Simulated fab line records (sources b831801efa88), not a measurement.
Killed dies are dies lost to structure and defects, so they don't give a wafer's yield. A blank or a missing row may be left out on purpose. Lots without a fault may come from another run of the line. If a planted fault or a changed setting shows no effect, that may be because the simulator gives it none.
fab line records ; flow gf180mcu
record: lots: 14; wafers: 42; last_day: 34
route steps=602 shown V3@445 V4@478
lots untouched by any fault: they come from a run of this same line in which no faults occurred
start_h: hours from the record's first day to the start of the lot's first wafer shown ; wait_h: how many hours have passed since the lot's step before this one ; " as in the row above ; L1.1+2: several wafers, shown together as one row ; - no value present, or no start provided ; * or withheld: withheld ; < > ~ a bound
route shown NAME@n: a module of which the file shows steps, and the number in the route of the first ; usual: mean/standard deviation taken from wafers without a fault ; same: alike in all rows ; chamber/n: place in a boat ; sites: the reading at each site ; _std_site: standard deviation across them ; _edge_site: mean of outer sites minus mean of inner sites ; radius_mm: for every site, how far away it sits from the centre of the wafer ; mask NAME#n: copy n ; behind: tool/chamber where the wafer was last shaped ; hold: why the lot was held/for how many hours/how that ended ; device: which transistor (n, p or np) failed to switch ; end of line: the route-end tests of the same wafers ; for a step that has no rows: nothing shown but its recipe ; killed: at the first sort, the dies lost to defects and structure; wafer yield is something else ; map: a wafer's dies, marking killed ones x, the rest . and places with no die _
set.NAME: the setting the step ran with; set.NAME@STEP: the setting that earlier step ran with ; model.NAME: the simulator's own value behind a step, which no gauge read
route steps across a sampled set of lots; one table per step, one row per wafer
services: from which hour (start_h, from the record's first day; less than 0 if before it) a tool's chamber was out of use, for how many hours, and why
== steps ==
step: GF_V3_ETCH_16
recipe: chemistry: N2/H2; target_depth_a: withheld; overetch_a: withheld; time_s: withheld; target: BARC; ion_energy_ev: 200; source_w: 500; bias_w: 100; pressure_mtorr: 30; n2_flow_sccm: 100; h2_flow_sccm: 200
usual: bias_w: 100.00/0.27; drypump_motor_current_A: 6.0/0.33; oes_product_au: 0.855/0.0046; rf_fwd_power_W: 496.0/2.3; throttle_valve_pct: 13.225/0.0081
lot.wafer;tool;chamber;start_h;wait_h;bias_w;drypump_motor_current_A;oes_product_au;rf_fwd_power_W;throttle_valve_pct
L612.2;rie_diel-02;0;516.87;0.0;100.09;6.5;0.855;497.4;13.238
L612.3;rie_diel-02;2;516.87;0.0;99.73;6.4;0.857;494.2;13.227
L612.5;rie_diel-02;1;516.87;0.0;100.19;5.8;0.859;489.8;13.224
L615.1;rie_diel-02;3;542.67;0.0;100.01;5.8;0.862;495.6;13.225
L615.4;rie_diel-02;1;542.67;0.0;100.17;5.8;0.847;494.4;13.224
L615.6;rie_diel-02;2;542.67;0.0;99.57;6.4;0.857;496.5;13.216
L616.2;rie_diel-02;2;555.61;0.0;99.89;6.4;0.852;497.3;13.222
L616.3;rie_diel-02;0;555.61;0.0;100.30;6.5;0.859;495.9;13.219
L616.6;rie_diel-02;2;555.61;0.0;99.95;6.4;0.851;497.1;13.225
L618.3;rie_diel-04;1;575.86;0.0;100.19;5.8;0.858;495.8;13.227
L618.5;rie_diel-04;2;575.86;0.0;100.42;5.4;0.859;496.2;13.223
L618.6;rie_diel-04;3;575.86;0.0;99.58;6.0;0.852;493.5;13.214
L619.1;rie_diel-02;1;581.71;0.0;99.91;5.8;0.854;490.2;13.220
L619.3;rie_diel-02;2;581.71;0.0;99.87;6.4;0.862;496.3;13.218
L619.5;rie_diel-02;2;581.71;0.0;99.53;6.4;0.853;497.4;13.221
L620.1;rie_diel-02;2;598.51;0.0;99.79;6.4;0.848;497.6;13.219
L620.2;rie_diel-02;1;598.51;0.0;99.86;5.8;0.857;492.5;13.227
L620.6;rie_diel-02;2;598.51;0.0;99.63;6.3;0.857;498.4;13.242
L621.2;rie_diel-02;2;601.81;0.0;100.25;6.4;0.858;495.9;13.211
L621.4;rie_diel-02;2;601.81;0.0;100.33;6.4;0.850;498.2;13.240
L621.5;rie_diel-02;1;601.81;0.0;100.02;5.8;0.849;494.4;13.230
L625.2;rie_diel-04;3;641.78;0.0;99.85;6.0;0.848;496.9;13.237
L625.5;rie_diel-04;3;641.78;0.0;99.69;6.0;0.856;495.0;13.217
L625.6;rie_diel-04;1;641.78;0.0;100.41;5.9;0.859;499.7;13.229
L627.2;rie_diel-04;2;647.46;0.0;100.14;5.4;0.851;496.5;13.223
L627.4;rie_diel-04;3;647.46;0.0;99.65;6.0;0.848;496.2;13.220
L627.6;rie_diel-04;1;647.46;0.0;100.37;5.8;0.850;493.5;13.233
L629.1;rie_diel-03;3;667.56;0.0;100.00;5.6;0.850;496.1;13.228
L629.2;rie_diel-03;2;667.56;0.0;99.92;5.8;0.848;495.8;13.229
L629.4;rie_diel-03;0;667.56;0.0;100.18;6.0;0.855;498.1;13.226
L631.1;rie_diel-04;2;670.58;0.0;99.83;5.4;0.861;500.9;13.230
L631.3;rie_diel-04;3;670.58;0.0;100.12;6.0;0.859;496.2;13.235
L631.6;rie_diel-04;2;670.58;0.0;99.66;5.4;0.861;496.4;13.231
L632.2;rie_diel-02;1;676.81;0.0;100.09;5.8;0.869;491.4;13.212
L632.5;rie_diel-02;0;676.81;0.0;99.90;6.5;0.860;498.7;13.226
L632.6;rie_diel-02;1;676.81;0.0;100.29;5.8;0.859;490.6;13.211
L634.3;rie_diel-02;1;692.53;0.0;100.54;5.8;0.861;489.9;13.217
L634.4;rie_diel-02;3;692.53;0.0;100.25;5.8;0.858;496.9;13.236
L634.5;rie_diel-02;0;692.53;0.0;100.16;6.5;0.863;497.2;13.227
L635.1;rie_diel-02;2;696.31;0.0;100.22;6.4;0.852;496.9;13.218
L635.4;rie_diel-02;0;696.31;0.0;99.62;6.5;0.859;497.7;13.231
L635.5;rie_diel-02;0;696.31;0.0;100.09;6.5;0.860;499.6;13.232
step: GF_V3_STRIP_18
recipe: chemistry: O2/N2; power_w: 1400; pressure_mtorr: 1500; platen_temp_c: 250; o2_flow_sccm: 3000; n2_flow_sccm: 300; overash_fraction: 0.5
usual: drypump_motor_current_A: 5.6/0.43; heater_power_w: 311/29; oes_product_au: 0.593/0.005
same: overash_fraction: 0.5
lot.wafer;tool;chamber;start_h;wait_h;drypump_motor_current_A;heater_power_w;oes_product_au;rf_hours_counter_h
L612.2;plasma_asher-04;0;516.99;-;5.2;282;0.593;78
L612.3;plasma_asher-04;0;516.99;-;5.2;275;0.592;-
L612.5;plasma_asher-04;0;516.99;-;5.3;277;0.591;-
L615.1;plasma_asher-02;0;542.79;-;6.4;363;0.595;42
L615.4;plasma_asher-02;1;542.79;-;5.4;277;0.585;-
L615.6;plasma_asher-02;0;542.79;-;6.3;371;0.590;-
L616.2;plasma_asher-04;1;555.74;-;5.8;310;0.612;82
L616.3;plasma_asher-04;1;555.74;-;5.8;311;0.603;-
L616.6;plasma_asher-04;1;555.74;-;5.8;314;0.596;-
L618.3;plasma_asher-04;0;576.02;-;5.2;270;0.597;-
L618.5;plasma_asher-04;1;576.02;-;5.8;318;0.597;-
L618.6;plasma_asher-04;0;576.02;-;5.2;280;0.597;-
L619.1;plasma_asher-01;0;581.84;-;6.2;309;0.585;90
L619.3;plasma_asher-01;1;581.84;-;5.2;341;0.589;-
L619.5;plasma_asher-01;1;581.84;-;5.2;349;0.592;-
L620.1;plasma_asher-04;0;598.64;-;5.2;278;0.592;86
L620.2;plasma_asher-04;1;598.64;-;5.8;320;0.594;86
L620.6;plasma_asher-04;1;598.64;-;5.8;312;0.593;-
L621.2;plasma_asher-04;0;601.94;-;5.2;280;0.600;87
L621.4;plasma_asher-04;1;601.94;-;5.8;322;0.591;-
L621.5;plasma_asher-04;0;601.94;-;5.2;273;0.587;-
L625.2;plasma_asher-01;1;641.91;-;5.2;347;0.593;96
L625.5;plasma_asher-01;1;641.91;-;5.2;339;0.589;-
L625.6;plasma_asher-01;0;641.91;-;6.1;316;0.593;-
L627.2;plasma_asher-04;1;647.59;-;5.8;315;0.587;92
L627.4;plasma_asher-04;1;647.59;-;5.8;308;0.592;-
L627.6;plasma_asher-04;1;647.59;-;5.8;315;0.591;-
L629.1;plasma_asher-04;0;667.69;-;5.2;278;0.593;94
L629.2;plasma_asher-04;1;667.69;-;5.8;318;0.601;94
L629.4;plasma_asher-04;0;667.69;-;5.2;275;0.588;-
L631.1;plasma_asher-04;0;670.71;-;5.2;281;0.601;94
L631.3;plasma_asher-04;1;670.71;-;5.8;313;0.599;-
L631.6;plasma_asher-04;0;670.71;-;5.2;278;0.599;-
L632.2;plasma_asher-02;1;676.94;-;5.4;286;0.590;55
L632.5;plasma_asher-02;1;676.94;-;5.4;283;0.592;-
L632.6;plasma_asher-02;0;676.94;-;6.3;370;0.585;-
L634.3;plasma_asher-01;0;692.70;-;6.2;299;0.596;-
L634.4;plasma_asher-01;1;692.70;-;5.2;338;0.596;-
L634.5;plasma_asher-01;0;692.70;-;6.2;308;0.591;-
L635.1;plasma_asher-01;1;696.44;-;5.2;344;0.601;102
L635.4;plasma_asher-01;0;696.44;-;6.1;304;0.598;-
L635.5;plasma_asher-01;1;696.44;-;5.2;338;0.600;-
step: GF_V4_CVD_02
recipe: material: SiO2; target_thk_nm: 850; precursor: TEOS; temp_c: 400; time_s: 94.851; rf_w: 600
usual: heater_power_outer_w: 399/76; heater_power_w: 681/110; rf_fwd_power_W: 596.6/1.7
lot.wafer;tool;chamber;start_h;wait_h;heater_power_outer_w;heater_power_w;rf_fwd_power_W
L612.2;pecvd-01;2;541.91;0.0;428;739;598.2
L612.3;pecvd-01;1;541.91;0.0;323;568;596.9
L612.5;pecvd-01;1;541.91;0.0;241;467;600.1
L615.1;pecvd-03;2;567.37;0.1;441;741;598.3
L615.4;pecvd-03;0;567.37;0.1;443;725;600.0
L615.6;pecvd-03;2;567.37;0.1;331;612;597.6
L616.2;pecvd-03;0;581.12;0.0;479;798;598.8
L616.3;pecvd-03;1;581.12;0.0;463;754;599.2
L616.6;pecvd-03;1;581.12;0.0;381;635;596.5
L618.3;pecvd-02;2;600.11;0.1;369;641;597.7
L618.5;pecvd-02;0;600.11;0.1;274;445;599.5
L618.6;pecvd-02;2;600.11;0.1;285;521;597.5
L619.1;pecvd-01;2;605.57;0.1;444;754;598.4
L619.3;pecvd-01;0;605.57;0.1;411;750;595.0
L619.5;pecvd-01;1;605.57;0.1;330;573;597.3
L620.1;pecvd-03;2;621.69;0.1;410;724;598.8
L620.2;pecvd-03;0;621.69;0.1;468;756;595.0
L620.6;pecvd-03;1;621.69;0.1;394;626;595.3
L621.2;pecvd-02;1;625.07;0.0;293;610;598.3
L621.4;pecvd-02;1;625.07;0.0;325;649;597.6
L621.5;pecvd-02;2;625.07;0.0;364;623;596.0
L625.2;pecvd-02;0;664.16;0.0;286;455;600.0
L625.5;pecvd-02;1;664.16;0.0;360;697;596.1
L625.6;pecvd-02;0;664.16;0.0;334;506;599.2
L627.2;pecvd-01;1;669.60;0.0;326;576;596.6
L627.4;pecvd-01;2;669.60;0.0;410;742;596.0
L627.6;pecvd-01;0;669.60;0.0;517;869;596.6
L629.1;pecvd-02;1;689.47;0.1;345;700;597.0
L629.2;pecvd-02;2;689.47;0.1;373;638;595.5
L629.4;pecvd-02;2;689.47;0.1;400;651;597.4
L631.1;pecvd-03;0;691.98;0.1;451;744;598.0
L631.3;pecvd-03;1;691.98;0.1;487;757;594.2
L631.6;pecvd-03;2;691.98;0.1;302;581;597.8
L632.2;pecvd-01;2;698.24;0.0;329;618;597.5
L632.5;pecvd-01;1;698.24;0.0;328;597;595.9
L632.6;pecvd-01;2;698.24;0.0;379;675;598.0
L634.3;pecvd-01;0;713.95;0.0;528;876;598.6
L634.4;pecvd-01;1;713.95;0.0;237;448;597.5
L634.5;pecvd-01;2;713.95;0.0;454;751;596.3
L635.1;pecvd-03;2;716.21;0.1;379;694;594.3
L635.4;pecvd-03;2;716.21;0.1;407;699;594.1
L635.5;pecvd-03;0;716.21;0.1;488;763;596.5
step: GF_V4_THK_MEAS_03
recipe: reads: SiO2_of_V4_CVD_02
usual: V4_CVD_02_THK: 848/11
lot.wafer;tool;chamber;start_h;wait_h;V4_CVD_02_THK[nm]
L612.2;film_metro-03;-;541.99;0.0;848
L612.3;film_metro-03;-;541.99;0.0;848
L612.5;film_metro-03;-;541.99;0.0;857
L615.1;film_metro-01;-;567.44;0.0;815
L615.4;film_metro-01;-;567.44;0.0;834
L615.6;film_metro-01;-;567.44;0.0;824
L616.2;film_metro-01;-;581.20;0.0;833
L616.3;film_metro-01;-;581.20;0.0;843
L616.6;film_metro-01;-;581.20;0.0;849
L618.3;film_metro-02;-;600.20;0.1;848
L618.5;film_metro-02;-;600.20;0.1;852
L618.6;film_metro-02;-;600.20;0.1;854
L619.1;film_metro-03;-;605.64;0.0;850
L619.3;film_metro-03;-;605.64;0.0;854
L619.5;film_metro-03;-;605.64;0.0;862
L620.1;film_metro-02;-;621.76;0.0;829
L620.2;film_metro-02;-;621.76;0.0;832
L620.6;film_metro-02;-;621.76;0.0;841
L621.2;film_metro-02;-;625.15;0.0;838
L621.4;film_metro-02;-;625.15;0.0;850
L621.5;film_metro-02;-;625.15;0.0;850
L625.2;film_metro-02;-;664.24;0.0;836
L625.5;film_metro-02;-;664.24;0.0;650
L625.6;film_metro-02;-;664.24;0.0;846
L627.2;film_metro-02;-;669.68;0.0;850
L627.4;film_metro-02;-;669.68;0.0;871
L627.6;film_metro-02;-;669.68;0.0;872
L629.1;film_metro-03;-;689.54;0.0;641
L629.2;film_metro-03;-;689.54;0.0;842
L629.4;film_metro-03;-;689.54;0.0;857
L631.1;film_metro-02;-;692.05;0.0;834
L631.3;film_metro-02;-;692.05;0.0;835
L631.6;film_metro-02;-;692.05;0.0;832
L632.2;film_metro-01;-;698.32;0.0;849
L632.5;film_metro-01;-;698.32;0.0;852
L632.6;film_metro-01;-;698.32;0.0;854
L634.3;film_metro-01;-;714.04;0.1;846
L634.4;film_metro-01;-;714.04;0.1;869
L634.5;film_metro-01;-;714.04;0.1;853
L635.1;film_metro-02;-;716.28;0.0;841
L635.4;film_metro-02;-;716.28;0.0;849
L635.5;film_metro-02;-;716.28;0.0;858
step: GF_V4_ETCH_17
recipe: chemistry: C4F8/O2/Ar; mask_material: KrF; target: SiO2; stop_on: TiN; source_w: 1500; bias_w: 1200; pressure_mtorr: 40; c4f8_flow_sccm: withheld; O2_flow_sccm: 6; Ar_flow_sccm: 300; time_s: withheld; target_depth_a: 6300
usual: bias_w: 1200/3.7; oes_product_au: 0.857/0.0048; rf_fwd_power_W: 1493/5.5
lot.wafer;tool;chamber;start_h;wait_h;bias_w;oes_product_au;rf_fwd_power_W
L612.2;rie_diel-04;1;-;-;1203;0.866;1497
L612.3;rie_diel-04;2;-;-;1204;0.860;1505
L612.5;rie_diel-04;3;-;-;1203;0.857;1500
L615.1;rie_diel-04;0;-;-;1205;0.856;1498
L615.4;rie_diel-04;2;-;-;1202;0.857;1492
L615.6;rie_diel-04;2;-;-;1196;0.855;1491
L616.2;rie_diel-04;3;-;-;1197;0.852;1487
L616.3;rie_diel-04;2;-;-;1196;0.856;1505
L616.6;rie_diel-04;3;-;-;1200;0.849;1492
L618.3;rie_diel-04;2;-;-;1194;0.858;1506
L618.5;rie_diel-04;1;-;-;1200;0.860;1488
L618.6;rie_diel-04;2;-;-;1197;0.853;1499
L619.1;rie_diel-02;1;-;-;1202;0.864;1491
L619.3;rie_diel-02;0;-;-;1207;0.850;1500
L619.5;rie_diel-02;0;-;-;1203;0.853;1504
L620.1;rie_diel-02;0;-;-;1206;0.856;1497
L620.2;rie_diel-02;1;-;-;1198;0.858;1486
L620.6;rie_diel-02;2;-;-;1199;0.862;1496
L621.2;rie_diel-02;0;-;-;1202;0.861;1500
L621.4;rie_diel-02;3;-;-;1200;0.858;1490
L621.5;rie_diel-02;0;-;-;1200;0.861;1499
L625.2;rie_diel-02;3;-;-;1204;0.859;1495
L625.5;rie_diel-02;1;-;-;1206;0.712;1487
L625.6;rie_diel-02;0;-;-;1198;0.857;1484
L627.2;rie_diel-02;1;-;-;1208;0.864;1491
L627.4;rie_diel-02;2;-;-;1199;0.860;1496
L627.6;rie_diel-02;0;-;-;1202;0.847;1493
L629.1;rie_diel-01;0;-;-;1196;0.704;1482
L629.2;rie_diel-01;1;-;-;1202;0.866;1496
L629.4;rie_diel-01;2;-;-;1198;0.860;1493
L631.1;rie_diel-04;3;-;-;1201;0.864;1489
L631.3;rie_diel-04;0;-;-;1206;0.856;1491
L631.6;rie_diel-04;1;-;-;1196;0.856;1490
L632.2;rie_diel-04;1;-;-;1208;0.851;1494
L632.5;rie_diel-04;3;-;-;1193;0.847;1491
L632.6;rie_diel-04;2;-;-;1201;0.864;1494
L634.3;rie_diel-01;1;-;-;1194;0.859;1498
L634.4;rie_diel-01;3;-;-;1204;0.852;1488
L634.5;rie_diel-01;0;-;-;1208;0.855;1488
L635.1;rie_diel-04;2;-;-;1199;0.850;1490
L635.4;rie_diel-04;1;-;-;1201;0.857;1498
L635.5;rie_diel-04;0;-;-;1198;0.860;1498
step: GF_V4_SPUTTER_21
recipe: material: Ti; target_thk_nm: 15; chamber_pressure_pa: 5; power_w: 2500; substrate_temp_c: 200; time_s: 80.02
usual: cathode_dc_power_W: 2500.0/0.46; throttle_valve_pct: 29.9/1.2
lot.wafer;tool;chamber;start_h;wait_h;cathode_dc_power_W;throttle_valve_pct
L612.2;pvd_sputter-02;-;565.40;0.0;2500.6;30.7
L612.3;pvd_sputter-02;-;565.40;0.0;2499.8;30.4
L612.5;pvd_sputter-02;-;565.40;0.0;2500.1;31.3
L615.1;pvd_sputter-02;-;589.27;0.0;2500.2;31.2
L615.4;pvd_sputter-02;-;589.27;0.0;2500.1;28.7
L615.6;pvd_sputter-02;-;589.27;0.0;2500.9;28.7
L616.2;pvd_sputter-02;-;604.01;0.0;2499.3;30.9
L616.3;pvd_sputter-02;-;604.01;0.0;2499.7;28.5
L616.6;pvd_sputter-02;-;604.01;0.0;2499.9;28.8
L618.3;pvd_sputter-04;-;622.26;0.0;2500.6;30.0
L618.5;pvd_sputter-04;-;622.26;0.0;2500.4;29.4
L618.6;pvd_sputter-04;-;622.26;0.0;2500.4;32.6
L619.1;pvd_sputter-04;-;627.74;0.0;2500.6;29.5
L619.3;pvd_sputter-04;-;627.74;0.0;2499.8;32.8
L619.5;pvd_sputter-04;-;627.74;0.0;2499.9;29.7
L620.1;pvd_sputter-02;-;643.40;0.0;2499.9;30.7
L620.2;pvd_sputter-02;-;643.40;0.0;2499.9;28.7
L620.6;pvd_sputter-02;-;643.40;0.0;2500.7;31.4
L621.2;pvd_sputter-02;-;646.80;0.0;2500.2;28.7
L621.4;pvd_sputter-02;-;646.80;0.0;2499.8;30.1
L621.5;pvd_sputter-02;-;646.80;0.0;2499.7;31.3
L625.2;pvd_sputter-01;-;684.61;0.0;2500.2;27.7
L625.5;pvd_sputter-01;-;684.61;0.0;2500.0;30.3
L625.6;pvd_sputter-01;-;684.61;0.0;2499.3;28.7
L627.2;pvd_sputter-01;-;690.11;0.0;2499.9;27.8
L627.4;pvd_sputter-01;-;690.11;0.0;2499.9;29.2
L627.6;pvd_sputter-01;-;690.11;0.0;2500.0;27.6
L629.1;pvd_sputter-01;-;709.91;0.0;2500.2;29.1
L629.2;pvd_sputter-01;-;709.91;0.0;2500.1;30.6
L629.4;pvd_sputter-01;-;709.91;0.0;2499.9;29.3
L631.1;pvd_sputter-02;-;712.55;0.0;2499.8;28.6
L631.3;pvd_sputter-02;-;712.55;0.0;2499.1;30.8
L631.6;pvd_sputter-02;-;712.55;0.0;2499.8;30.6
L632.2;pvd_sputter-04;-;716.30;0.0;2500.3;32.6
L632.5;pvd_sputter-04;-;716.30;0.0;2499.9;29.7
L632.6;pvd_sputter-04;-;716.30;0.0;2498.9;32.4
L634.3;pvd_sputter-02;-;732.85;0.0;2500.7;28.7
L634.4;pvd_sputter-02;-;732.85;0.0;2499.6;29.9
L634.5;pvd_sputter-02;-;732.85;0.0;2498.9;30.9
L635.1;pvd_sputter-01;-;734.90;0.0;2499.5;30.5
L635.4;pvd_sputter-01;-;734.90;0.0;2500.3;28.7
L635.5;pvd_sputter-01;-;734.90;0.0;2499.7;28.9
== services ==
tool;chamber;start_h;hours;kind
pecvd-01;-;494.90;0.6;repair
rie_diel-04;2;526.89;5.0;repair
pecvd-03;1;562.38;2.4;repair
rie_diel-02;3;572.12;51.8;repair
pecvd-02;1;584.59;18.4;repair
rie_diel-01;2;586.16;6.9;repair
pecvd-03;-;591.12;14.0;pm
rie_diel-04;0;594.97;95.4;repair
rie_diel-04;3;613.66;9.9;repair
plasma_asher-02;-;620.55;0.7;repair
pvd_sputter-01;-;663.52;0.7;repair
pvd_sputter-01;-;676.78;0.7;repair
pecvd-02;1;680.01;3.9;repair
plasma_asher-04;-;682.61;6.4;repair
rie_diel-04;-;685.21;15.6;pm
pvd_sputter-04;-;689.17;1.6;repair
pvd_sputter-02;-;690.16;10.4;repair
pecvd-02;2;694.65;3.3;repair
rie_diel-02;-;704.96;2.8;pm
plasma_asher-04;-;706.84;2.8;repair
plasma_asher-01;-;718.98;0.6;repair
rie_diel-04;2;727.22;3.2;repair
pecvd-03;-;728.41;0.8;repair
plasma_asher-01;-;733.75;9.0;pm
== key ==
first_sign: step: GF_V4_THK_MEAS_03; reading: V4_CVD_02_THK; direction: down; sigmas: 18; usual: 848; struck: 646
effect: step: GF_V4_ETCH_17; reading: oes_product_au; direction: down; sigmas: 31; usual: 0.857; struck: 0.708
met_at GF_V4_CVD_02
struck_lots L625,L629
struck_wafers L625.5,L629.1
sort_left_out L625.5,L629.1
not_acting_at GF_V3_ETCH_16,GF_V3_STRIP_18,GF_V4_SPUTTER_21
onset_between 625.07 664.16
fault: kind: site_profile_drift; tool: pecvd-02; chamber: 1; onset_h: 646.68; steps: GF_V4_CVD_02; basis: fraction; max_abs_drift: 0.51568; slope_share_per_hr: 114.6; site_pattern: 0,0,0,0,0,-1,-1,-1,-1
sort_left_out: the simulated sort isn't trusted on such a fault, so these wafers' sort isn't shown, and their yield isn't known
